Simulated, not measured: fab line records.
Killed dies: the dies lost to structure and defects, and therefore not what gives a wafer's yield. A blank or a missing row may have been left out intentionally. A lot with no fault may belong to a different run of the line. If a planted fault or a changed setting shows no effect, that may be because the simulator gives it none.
Problem report, 8D (eight disciplines) form, completed by code / flow sky130 / the parts of the form that need people (team, actions taken, sign-off) are left out

## 1. WHAT WENT WRONG
At SKY_VT_ADJUST_LVTN_SOFTBAKE_14, runLengthS averages 96.72 s over 6 wafers from 2 lots, while fault-free wafers read 89.23 s, standard deviation 0.13. That puts it +58 standard deviations away from the usual mean.
The step: time 60 s.
Seen first at day 11 02:32 on lithoTrack-03, wafer L751.3. The record holds 39 wafers of 13 lots with a number at this step. By rule, "out" or "out of limits" means more than 4 standard deviations away from the usual mean. Any other wafer with a number is counted as sound.

## 2. WHAT THIS IS AND IS NOT
question=which readings at this step | is=runLengthS | is not=chillPlateTempC
question=which lots | is=L751, L753 | is not=L739, L740, L741, L742, L743, L744, L745, L757, L758, L759, L760
question=which wafers of those lots | is=all that have a number | is not=-
question=read on which tools | is=lithoTrack-03 | is not=lithoTrack-01, lithoTrack-04
question=when | is=from day 11 02:32 | is not=up to then (21 sound wafers); but 12 sound wafers of L757, L758, L759, L760 came after

## 3. THE SUSPECTS, EACH WITH WHAT RULES IT OUT
Counting: a tool at any process step up to the reading remains a suspect when it ran all the lots that are out and ran no sound lot after the first of those.
- lithoTrack-03 at SKY_VT_ADJUST_LVTN_SOFTBAKE_14 (time 60 s): kept. Every lot that is out went through it, starting with L751 (day 11 02:32), and after that it ran no sound lot; the last sound lot it ran before then is L742 (day 8 17:17). On those wafers its own readings are out: runLengthS.
Remaining after the count: lithoTrack-03 at SKY_VT_ADJUST_LVTN_SOFTBAKE_14.

## 4. THE CAUSE (what the simulator had put in)
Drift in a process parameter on lithoTrack-03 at SKY_VT_ADJUST_LVTN_SOFTBAKE_14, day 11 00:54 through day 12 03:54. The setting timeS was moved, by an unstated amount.
After counting, this tool was the only one left.

## 5. SEQUENCE OF EFFECTS, ordered by route
Rows list readings where the struck wafers' mean (over those with a number) sits beyond 3 standard deviations from the usual. Only readings whose record carries a usual standard deviation are examined. hours: median over the lots of the time between each lot's start at the first step of this table that gives one and its start at this step. sigmas: the change, counted in usual standard deviations.
hours=0; step=SKY_VT_ADJUST_LVTN_SOFTBAKE_14; reading=runLengthS; usual=89.23 s; on struck wafers=96.72; change=+7.49; sigmas=+58
Here are the process steps it includes:
- SKY_VT_ADJUST_LVTN_SOFTBAKE_14: time 60 s.

## 6. HOW IT WOULD HAVE BEEN CAUGHT EARLIER
The fault began at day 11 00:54; the first out-of-limits reading in this record came at day 11 02:32, 2 hours later.
